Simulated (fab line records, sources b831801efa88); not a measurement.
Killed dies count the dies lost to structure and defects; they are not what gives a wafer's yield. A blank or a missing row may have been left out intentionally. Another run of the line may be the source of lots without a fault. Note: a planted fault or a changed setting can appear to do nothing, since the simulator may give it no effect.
fab line records | flow gf180mcu
[record] lots = 5 | wafers = 15 | last_day = 34
route steps=602 shown STI@3 PASSIVATION@602
lots untouched by any fault: they come from a run of this same line in which no faults occurred
start_h: the number of hours between the record's first day and the start of the first shown wafer of the lot | wait_h: time in hours since the lot's previous step | " same as the row above | L1.1+2: a row that stands for several wafers | - no value present, or no start provided | * or withheld: withheld | < > ~ a bound
route shown NAME@n: a module of which the file shows steps, and the number in the route of the first | usual: mean and standard deviation over wafers with no fault | same: alike in all rows | chamber/n: place in a boat | sites: the reading at each site | _std_site: standard deviation of those values | _edge_site: inner sites' mean taken away from outer sites' mean | radius_mm: how far each site lies from the wafer's centre | mask NAME#n: copy n | behind: the tool/chamber that last shaped the wafer | hold: what put the lot on hold/how long, in hours/how the hold closed | device: names the non-switching transistor (n, p or np) | end of line: tests of these same wafers at the route's end | step lacking rows: just its recipe | killed: dies that structure and defects cost at the first sort, which is not the same as the wafer's yield | map: per-die view of a wafer (x killed, . not killed, _ where there is no die)
set.NAME: the setting that was run; set.NAME@STEP: the one run at that earlier step | model.NAME: the simulator's own value behind a step, which no gauge read
certain route steps with their lots: each step a table, each wafer a row
services: from which hour (start_h, from the record's first day; less than 0 if before it) a tool's chamber was out of use, for how many hours, and why
[[steps]]
[step GF_STI_THK_MEAS_02]
[recipe] reads = SiO2_of_STI_OXIDATION_01
[usual] STI_OXIDATION_THK = 10.06/0.15
lot.wafer | tool          | chamber | start_h | wait_h | STI_OXIDATION_THK[nm]
L346.1    | film_metro-01 | -       | 11.51   | 0.0    | 10.13
L346.2    | "             | -       | "       | "      | 10.20
L346.6    | "             | -       | "       | "      | 10.10
L350.2    | film_metro-01 | -       | 31.52   | 0.0    | 9.89
L350.4    | "             | -       | "       | "      | 9.94
L350.6    | "             | -       | "       | "      | 9.58
L361.1    | film_metro-02 | -       | 86.51   | 0.0    | 10.17
L361.2    | "             | -       | "       | "      | 10.21
L361.5    | "             | -       | "       | "      | 10.15
L365.2    | film_metro-02 | -       | 108.42  | 0.0    | 10.07
L365.3    | "             | -       | "       | "      | 10.07
L365.5    | "             | -       | "       | "      | 10.03
L368.3    | film_metro-01 | -       | 122.58  | 0.0    | 10.07
L368.4    | "             | -       | "       | "      | 10.02
L368.6    | "             | -       | "       | "      | 9.94
[step GF_STI_CVD_03]
[recipe] material = Si3N4 | precursor = DCS/NH3 | target_thk_nm = 207.16 | temp_c = 770 | time_s = 3551 | pressure_mtorr = 250
[step GF_STI_THK_MEAS_04]
[recipe] reads = Si3N4_of_STI_CVD_03
[usual] STI_CVD_03_THK = 206.7/2.1
lot.wafer | tool          | chamber | start_h | wait_h | STI_CVD_03_THK[nm]
L346.1    | film_metro-01 | -       | 13.56   | 0.0    | 211.7
L346.2    | "             | -       | "       | "      | 211.2
L346.6    | "             | -       | "       | "      | 214.1
L350.2    | film_metro-02 | -       | 33.57   | 0.0    | 205.5
L350.4    | "             | -       | "       | "      | 204.8
L350.6    | "             | -       | "       | "      | 204.0
L361.1    | film_metro-02 | -       | 88.56   | 0.0    | 207.3
L361.2    | "             | -       | "       | "      | 208.6
L361.5    | "             | -       | "       | "      | 210.1
L365.2    | film_metro-03 | -       | 110.47  | 0.0    | 207.9
L365.3    | "             | -       | "       | "      | 207.3
L365.5    | "             | -       | "       | "      | 206.8
L368.3    | film_metro-01 | -       | 124.84  | 0.0    | 206.4
L368.4    | "             | -       | "       | "      | 204.6
L368.6    | "             | -       | "       | "      | 206.2
[step GF_STI_DEHYDRATE_05]
[recipe] temp_c = 200 | time_s = 60
[step GF_STI_HMDS_06]
[recipe] prime_time_s = 60 | prime_temp_c = 120
[step GF_STI_COAT_07]
[recipe] resist = KrF | spin_rpm = withheld | resist_thk_nm = 700
[step GF_STI_SOFTBAKE_08]
[recipe] temp_c = 130 | time_s = 60 | resist = KrF
[step GF_STI_EXPOSE_09]
[recipe] mask_id = COMP | target_cd_nm = 220 | na = 0.68 | source_shape = conventional | sigma_outer = 0.6 | dose_mj = 28
[step GF_STI_PEB_10]
[recipe] peb_temp_c = 135 | peb_time_s = 90 | resist = KrF
[step GF_STI_DEVELOP_11]
[recipe] develop_time_s = 60 | dev_temp_c = 21
[step GF_STI_CD_MEAS_12]
[recipe] target_cd_nm = 220
[usual] cd_nm = 220.0/0.99
lot.wafer | tool      | chamber | start_h | wait_h | cd_nm
L346.1    | cd_sem-01 | -       | 25.04   | 0.1    | 220.4
L346.2    | "         | -       | "       | "      | 221.3
L346.6    | "         | -       | "       | "      | 220.5
L350.2    | cd_sem-02 | -       | 46.38   | 0.1    | 219.0
L350.4    | "         | -       | "       | "      | 219.5
L350.6    | "         | -       | "       | "      | 219.5
L361.1    | cd_sem-02 | -       | 102.42  | 0.1    | 218.7
L361.2    | "         | -       | "       | "      | 218.1
L361.5    | "         | -       | "       | "      | 219.8
L365.2    | cd_sem-02 | -       | 124.68  | 0.1    | 220.6
L365.3    | "         | -       | "       | "      | 220.0
L365.5    | "         | -       | "       | "      | 220.3
L368.3    | cd_sem-02 | -       | 140.00  | 0.1    | 220.2
L368.4    | "         | -       | "       | "      | 220.1
L368.6    | "         | -       | "       | "      | 219.5
[step GF_STI_ETCH_13]
[recipe] chemistry = CHF3/O2 | stop_on = Si | over_etch_frac = 0.3 | target_depth_a = 2823.1 | source_w = 600 | bias_w = 200 | pressure_mtorr = 40 | chf3_flow_sccm = 50 | O2_flow_sccm = 5 | time_s = 112.9
[usual] drypump_motor_current_A = 5.8/0.44 | oes_product_au = 0.831/0.0065 | run_length_s = 141.1/0.5 | throttle_valve_pct = 8.811/0.0098
lot.wafer | tool        | chamber | start_h | wait_h | drypump_motor_current_A | oes_product_au | rf_hours_counter_h | run_length_s | throttle_valve_pct
L346.1    | rie_diel-02 | 0       | 25.16   | 0.1    | 5.7                     | 0.841          | 90                 | 140.1        | 8.810
L346.2    | "           | 1       | "       | "      | 5.0                     | 0.839          | 144                | 141.9        | 8.817
L346.6    | "           | 3       | "       | "      | 6.1                     | 0.853          | -                  | 141.5        | 8.806
L350.2    | rie_diel-01 | 3       | 46.48   | 0.1    | 5.4                     | 0.824          | 72                 | 141.7        | 8.814
L350.4    | "           | 1       | "       | "      | 5.4                     | 0.827          | 143                | 140.4        | 8.809
L350.6    | "           | 0       | "       | "      | 6.1                     | 0.824          | -                  | 141.4        | 8.818
L361.1    | rie_diel-02 | 0       | 102.54  | 0.1    | 5.7                     | 0.834          | 92                 | 140.3        | 8.813
L361.2    | "           | 2       | "       | "      | 5.7                     | 0.834          | 9                  | 140.8        | 8.818
L361.5    | "           | 3       | "       | "      | 6.1                     | 0.845          | -                  | 141.6        | 8.825
L365.2    | rie_diel-04 | 1       | 124.78  | 0.1    | 6.5                     | 0.839          | 3                  | 140.8        | 8.823
L365.3    | "           | 3       | "       | "      | 5.2                     | 0.830          | 103                | 141.1        | 8.818
L365.5    | "           | 3       | "       | "      | 5.2                     | 0.833          | -                  | 141.1        | 8.816
L368.3    | rie_diel-02 | 0       | 140.08  | 0.1    | 5.7                     | 0.833          | 93                 | 140.2        | 8.813
L368.4    | "           | 3       | "       | "      | 6.1                     | 0.831          | 108                | 141.4        | 8.814
L368.6    | "           | 1       | "       | "      | 5.0                     | 0.829          | -                  | 141.1        | 8.820
[step GF_STI_ETCH_14]
[recipe] target = Si | chemistry = HBr/Cl2/O2 | target_depth_nm = 360 | icp_w = 600 | bias_w = 150 | pressure_mtorr = 15 | HBr_flow_sccm = 150 | Cl2_flow_sccm = 40 | O2_flow_sccm = 6 | time_s = 102.9
[usual] drypump_motor_current_A = 5.7/0.51 | oes_product_au = 0.992/0.014 | run_length_s = 131.3/0.42 | throttle_valve_pct = 25.661/0.013
lot.wafer | tool      | chamber | start_h | wait_h | drypump_motor_current_A | oes_product_au | rf_hours_counter_h | run_length_s | throttle_valve_pct | model.STI.feature_depth_nm | model.etch.depth_nm | model.KrF_of_STI_COAT_07.thk_nm
L346.1    | rie_si-01 | 0       | 25.24   | 0.0    | 5.6                     | 0.991          | 128                | 131.1        | 25.646             | 356.4                      | 356.4               | 318.4
L346.2    | "         | 2       | "       | "      | 6.1                     | 0.984          | 97                 | 131.7        | 25.684             | 347.6                      | 347.6               | 316.9
L346.6    | "         | 1       | "       | "      | 5.6                     | 0.981          | -                  | 130.9        | 25.667             | 351.2                      | 351.2               | 319.9
L350.2    | rie_si-02 | 0       | 46.56   | 0.0    | 6.3                     | 0.986          | 98                 | 131.0        | 25.677             | 349.9                      | 349.9               | 324.6
L350.4    | "         | 0       | "       | "      | 6.3                     | 0.983          | -                  | 131.4        | 25.679             | 353.4                      | 353.4               | 315.3
L350.6    | "         | 2       | "       | "      | 6.4                     | 0.987          | -                  | 131.6        | 25.668             | 353.9                      | 353.9               | 330.3
L361.1    | rie_si-01 | 0       | 102.62  | 0.0    | 5.6                     | 1.006          | 129                | 130.8        | 25.668             | 363.5                      | 363.5               | 312.6
L361.2    | "         | 3       | "       | "      | 5.5                     | 0.961          | 0                  | 101.0        | 25.664             | 239.7                      | 239.7               | 356.4
L361.5    | "         | 0       | "       | "      | 5.6                     | 1.005          | -                  | 130.6        | 25.644             | 365.5                      | 365.5               | 311
L365.2    | rie_si-02 | 2       | 124.86  | 0.0    | 6.3                     | 0.981          | 38                 | 131.9        | 25.680             | 351.1                      | 351.1               | 321.1
L365.3    | "         | 1       | "       | "      | 5.2                     | 1.000          | 92                 | 130.7        | 25.652             | 365.3                      | 365.3               | 316.8
L365.5    | "         | 1       | "       | "      | 5.2                     | 1.005          | -                  | 130.6        | 25.647             | 361.5                      | 361.5               | 316.5
L368.3    | rie_si-02 | 3       | 140.16  | 0.0    | 5.0                     | 1.003          | 1                  | 131.3        | 25.648             | 360.1                      | 360.1               | 314.9
L368.4    | "         | 1       | "       | "      | 5.2                     | 1.005          | 92                 | 130.6        | 25.643             | 363.5                      | 363.5               | 317.8
L368.6    | "         | 3       | "       | "      | 4.9                     | 0.999          | -                  | 131.2        | 25.649             | 360.3                      | 360.3               | 319.9
[step GF_STI_STRIP_15]
[recipe] chemistry = O2/N2 | power_w = 1400 | pressure_mtorr = 1500 | platen_temp_c = 250 | o2_flow_sccm = 3000 | n2_flow_sccm = 300 | overash_fraction = 0.5
[usual] drypump_motor_current_A = 5.6/0.47 | heater_power_w = 347/43 | oes_product_au = 0.384/0.0052 | strip_time_to_endpoint_s = 3.73/0.06
lot.wafer | tool            | chamber | start_h | wait_h | drypump_motor_current_A | heater_power_w | oes_product_au | rf_hours_counter_h | strip_time_to_endpoint_s
L346.1    | plasma_asher-03 | 0       | 25.32   | 0.0    | 5.1                     | 352            | 0.387          | 22                 | 3.71
L346.2    | "               | 1       | "       | "      | 5.2                     | 333            | 0.384          | 22                 | 3.69
L346.6    | "               | 0       | "       | "      | 5.1                     | 353            | 0.385          | -                  | 3.73
L350.2    | plasma_asher-02 | 0       | 46.63   | 0.0    | 5.5                     | 328            | 0.383          | 41                 | 3.79
L350.4    | "               | 0       | "       | "      | 5.5                     | 326            | 0.379          | -                  | 3.68
L350.6    | "               | 0       | "       | "      | 5.5                     | 327            | 0.383          | -                  | 3.83
L361.1    | plasma_asher-03 | 1       | 102.69  | 0.0    | 5.2                     | 323            | 0.385          | 30                 | 3.65
L361.2    | "               | 0       | "       | "      | 5.1                     | 357            | 0.399          | 30                 | 4.10
L361.5    | "               | 1       | "       | "      | 5.2                     | 327            | 0.378          | -                  | 3.64
L365.2    | plasma_asher-02 | 1       | 124.93  | 0.0    | 5.7                     | 434            | 0.387          | 1                  | 3.72
L365.3    | "               | 1       | "       | "      | 5.8                     | 425            | 0.391          | -                  | 3.70
L365.5    | "               | 1       | "       | "      | 5.8                     | 423            | 0.385          | -                  | 3.69
L368.3    | plasma_asher-02 | 0       | 140.26  | 0.1    | 5.5                     | 335            | 0.386          | -                  | 3.66
L368.4    | "               | 1       | "       | "      | 5.7                     | 421            | 0.378          | -                  | 3.70
L368.6    | "               | 1       | "       | "      | 5.7                     | 433            | 0.384          | -                  | 3.72
[step GF_STI_CLEAN_16]
[recipe] chemistry = dHF | time_s = 25 | dilution = 100:1
[step GF_PASSIVATION_PROBE_99]
lot.wafer | tool      | chamber | start_h | wait_h | model.etest.pwell_in_dnwell.line_ohm_um | model.etest.ldpmos_10p0.r_on_ohm_um | model.etest.pwell_in_dnwell.rs_ohm_sq | model.etest.p_drift.rs_ohm_sq | model.etest.ldnmos_10p0.r_on_ohm_um | model.etest.n_drift.rs_ohm_sq | model.etest.nwell.line_ohm_um | model.etest.nwell.rs_ohm_sq
L346.1    | prober-02 | -       | 673.85  | 0.1    | 4278                                    | 1.116e+04                           | 2574                                  | 2258                          | 3722                                | 1230                          | 1162                          | 992.1
L346.2    | prober-02 | -       | 673.90  | 0.1    | 4113                                    | 1.115e+04                           | 2489                                  | 2216                          | 3711                                | 1197                          | 1126                          | 978.3
L346.6    | prober-02 | -       | 674.10  | 0.2    | 4268                                    | 1.128e+04                           | 2541                                  | 2240                          | 3694                                | 1203                          | 1129                          | 982.1
L350.2    | prober-02 | -       | 696.17  | 0.1    | 3767                                    | 1.098e+04                           | 2288                                  | 2357                          | 3696                                | 1120                          | 1116                          | 960.2
L350.4    | prober-02 | -       | 696.27  | 0.2    | 3892                                    | 1.11e+04                            | 2344                                  | 2408                          | 3727                                | 1148                          | 1141                          | 976.9
L350.6    | prober-02 | -       | 696.37  | 0.2    | 3815                                    | 1.115e+04                           | 2301                                  | 2399                          | 3729                                | 1130                          | 1119                          | 960.4
L361.1    | prober-01 | -       | 776.99  | 0.1    | 4383                                    | 1.112e+04                           | 2606                                  | 2544                          | 3713                                | 1263                          | 1259                          | 1089
L361.2    | prober-01 | -       | 777.04  | 0.1    | 3253                                    | 1.021e+04                           | 1946                                  | 1964                          | 3246                                | 898.9                         | 983                           | 854.6
L361.5    | prober-01 | -       | 777.19  | 0.2    | 4496                                    | 1.109e+04                           | 2647                                  | 2596                          | 3727                                | 1286                          | 1281                          | 1098
L365.2    | prober-01 | -       | 795.02  | 0.1    | 3771                                    | 1.106e+04                           | 2299                                  | 2411                          | 3715                                | 1124                          | 1150                          | 968.1
L365.3    | prober-01 | -       | 795.07  | 0.2    | 4007                                    | 1.11e+04                            | 2398                                  | 2584                          | 3784                                | 1193                          | 1187                          | 1023
L365.5    | prober-01 | -       | 795.17  | 0.2    | 3902                                    | 1.106e+04                           | 2356                                  | 2488                          | 3754                                | 1176                          | 1165                          | 1003
L368.3    | prober-01 | -       | 819.94  | 0.2    | 4090                                    | 1.096e+04                           | 2467                                  | 2537                          | 3732                                | 1208                          | 1171                          | 1009
L368.4    | prober-01 | -       | 819.99  | 0.2    | 4158                                    | 1.107e+04                           | 2521                                  | 2550                          | 3710                                | 1240                          | 1179                          | 1018
L368.6    | prober-01 | -       | 820.09  | 0.2    | 4101                                    | 1.104e+04                           | 2473                                  | 2530                          | 3732                                | 1216                          | 1157                          | 1010
// killed by level:class
L346.1 CONTACT:geometric_particle:open=8 M3:geometric_particle:short=4 V3:geometric_particle:short=4 V3:geometric_particle:open=3 V4:geometric_particle:open=3 M5:geometric_particle:short=3 STI:geometric_particle:short=2 SAB:geometric_particle:open=2
L346.2 CONTACT:geometric_particle:open=7 STI:geometric_particle:open=5 V3:geometric_particle:open=5 CONTACT:geometric_particle:short=4 V1:geometric_particle:open=4 V2:geometric_particle:open=4 V4:geometric_particle:open=3 STI:geometric_particle:short=2
L346.6 V3:geometric_particle:open=6 STI:geometric_particle:open=5 CONTACT:geometric_particle:open=5 V4:geometric_particle:open=5 V2:geometric_particle:open=4 V1:geometric_particle:short=3 M2:geometric_particle:short=3 V3:geometric_particle:short=3
L350.2 V4:geometric_particle:open=8 CONTACT:geometric_particle:short=6 CONTACT:geometric_particle:open=4 V1:geometric_particle:open=4 V3:geometric_particle:short=4 V3:geometric_particle:open=4 M1:geometric_particle:short=3 V2:geometric_particle:open=3
L350.4 CONTACT:geometric_particle:open=6 STI:geometric_particle:open=5 CONTACT:geometric_particle:short=3 M1:geometric_particle:short=3 V4:geometric_particle:open=3 V5:geometric_particle:open=3 V4:geometric_particle:short=2 V2:geometric_particle:open=2
L350.6 V5:geometric_particle:open=7 V1:geometric_particle:open=3 V3:geometric_particle:open=3 V5:geometric_particle:short=3 STI:geometric_particle:open=2 POLY_GATE:geometric_particle:open=2 CONTACT:geometric_particle:open=2 M1:geometric_particle:short=2
L365.2 V3:geometric_particle:open=9 CONTACT:geometric_particle:open=6 V5:geometric_particle:open=4 V1:geometric_particle:short=4 V2:geometric_particle:short=4 V1:geometric_particle:open=3 V4:geometric_particle:open=3 STI:geometric_particle:open=2
L365.3 V4:geometric_particle:open=6 V1:geometric_particle:open=6 V3:geometric_particle:open=5 CONTACT:geometric_particle:short=4 V3:geometric_particle:short=4 CONTACT:geometric_particle:open=3 M1:geometric_particle:short=3 V2:geometric_particle:short=3
L365.5 V2:geometric_particle:open=5 STI:geometric_particle:short=4 CONTACT:geometric_particle:open=4 V4:geometric_particle:open=4 V4:geometric_particle:short=4 V5:geometric_particle:open=4 M1:geometric_particle:short=3 M4:geometric_particle:short=3
L368.3 V2:geometric_particle:open=4 V5:geometric_particle:open=4 V1:geometric_particle:open=3 V3:geometric_particle:open=3 V4:geometric_particle:open=3 M5:geometric_particle:short=3 STI:geometric_particle:open=2 V2:geometric_particle:short=2
L368.4 V5:geometric_particle:open=5 CONTACT:geometric_particle:open=4 V2:geometric_particle:open=4 STI:geometric_particle:open=3 CONTACT:geometric_particle:short=3 V4:geometric_particle:open=3 V3:geometric_particle:open=3 V1:geometric_particle:open=2
L368.6 CONTACT:geometric_particle:open=4 M1:geometric_particle:short=4 V3:geometric_particle:open=4 V5:geometric_particle:open=3 V2:geometric_particle:short=3 M5:geometric_particle:short=3 M2:geometric_particle:short=2 V3:geometric_particle:short=2
[[services]]
tool            | chamber | start_h | hours | kind
rie_si-01       | 1       | 4.88    | 12.7  | repair
rie_si-01       | 3       | 17.54   | -     | clean
rie_si-01       | 3       | 17.54   | 22.0  | scheduled_down
rie_si-01       | 3       | 17.54   | 22.0  | vent_cycle
rie_si-01       | -       | 30.57   | 28.1  | pm
rie_diel-01     | -       | 37.18   | 1.7   | repair
rie_si-02       | 3       | 42.33   | -     | clean
rie_si-02       | 3       | 42.33   | 17.0  | scheduled_down
rie_si-02       | 3       | 42.33   | 17.0  | vent_cycle
rie_si-01       | -       | 75.65   | 0.3   | repair
rie_si-01       | 3       | 77.50   | 7.1   | repair
rie_si-01       | 3       | 90.26   | 10.6  | repair
plasma_asher-02 | -       | 108.82  | 9.0   | pm
plasma_asher-02 | 0       | 108.82  | 9.0   | vent_cycle
plasma_asher-02 | 1       | 108.82  | 9.0   | vent_cycle
plasma_asher-02 | 0       | 117.82  | -     | clean
plasma_asher-02 | 1       | 117.82  | -     | clean
rie_diel-01     | 3       | 127.32  | 6.5   | repair
rie_diel-04     | -       | 137.78  | 14.6  | pm
[[key]]
[first_sign] step = GF_STI_ETCH_14 | reading = run_length_s | direction = down | sigmas = 71 | usual = * | struck = *
[effect] step = GF_STI_STRIP_15 | reading = strip_time_to_endpoint_s | direction = up | sigmas = 6 | usual = * | struck = *
[model_effect] step = GF_STI_ETCH_14 | value = STI.feature_depth_nm | without = 340.4 | struck = 239.7
[model_effect] step = GF_PASSIVATION_PROBE_99 | value = etest.pwell_in_dnwell.line_ohm_um | without = 4010 | struck = 3253
met_at GF_STI_ETCH_14
struck_wafers L361.2
sort_left_out L361.2
tester_left_out L361
[fault] kind = process_parameter_drift | tool = rie_si-01 | chamber = 3 | onset_h = 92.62 | steps = GF_STI_ETCH_14 | channel = time_s | offset = * | shape = step | end_h = 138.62 | acts_in = * | stated = *
// tester_left_out: of these lots the tester's yield and bins aren't shown, on N5 and GAA mostly nor the transistor test; their killed dies are dies lost to structure and defects alone, not to doping, threshold or leakage, so they don't give the yield
// sort_left_out: the simulated sort isn't trusted on such a fault, so these wafers' sort isn't shown, and their yield isn't known
